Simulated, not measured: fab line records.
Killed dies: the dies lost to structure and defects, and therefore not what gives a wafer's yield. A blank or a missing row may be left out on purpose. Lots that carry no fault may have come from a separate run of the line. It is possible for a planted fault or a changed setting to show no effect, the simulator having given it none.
One fault through the eyes of 2 desks | flow gf180mcu | what lay behind the numbers comes last; until then each desk has only its own

== DESK OF THE TOOL OWNER: pvd sputter-03 ==
The tool's own readings at GF_V2_SPUTTER_21 (material Ti, target thk 15 nm, time 80.02 s): means of the sampled wafers that have a number, for each lot that ran on this tool. Marked OUT: a lot whose mean sits more than 4 standard deviations from the usual mean, which makes it out of limits; the brackets give that distance.
Columns: A = throttle valve pct at GF_V2_SPUTTER_21, usual 30.3 %
lot  | first seen here | A
L356 | day 21 04:18    | 29.1
L358 | day 22 07:01    | 29.5
L362 | day 23 16:19    | 29.9
L363 | day 23 23:31    | 30.3
L370 | day 26 18:04    | 29.6
This desk's verdict: no lot among the 5 shows anything out of limits.

== METROLOGY DESK ==
Means of the sampled wafers that have a number, per lot and without regard to the tool the lot ran on: this is what the gauges read. Marked OUT: a lot whose mean sits more than 4 standard deviations from the usual mean, which makes it out of limits; the brackets give that distance.
Columns: A = V5_OVL at GF_V5_OVL_MEAS_15, usual 3 nm
lot  | first seen here | A
L354 | day 27 11:02    | 0
L356 | day 27 22:02    | 6
L357 | day 28 09:56    | 0
L358 | day 28 20:11    | 2
L362 | day 29 23:55    | 3
L363 | day 30 05:34    | 4
L369 | day 32 05:38    | 8
L370 | day 32 11:40    | 5
L372 | day 32 14:41    | 3
L373 | day 32 21:53    | 3
L374 | day 33 02:50    | 3
L375 | day 33 11:14    | 8
L376 | day 33 13:50    | 2
This desk's verdict: no lot among the 13 shows anything out of limits.

== PUT TOGETHER ==
The tool owner's desk saw nothing out of limits.
From the metrology desk's view, nothing was out of limits.

== WHAT THE SIMULATOR PUT IN ==
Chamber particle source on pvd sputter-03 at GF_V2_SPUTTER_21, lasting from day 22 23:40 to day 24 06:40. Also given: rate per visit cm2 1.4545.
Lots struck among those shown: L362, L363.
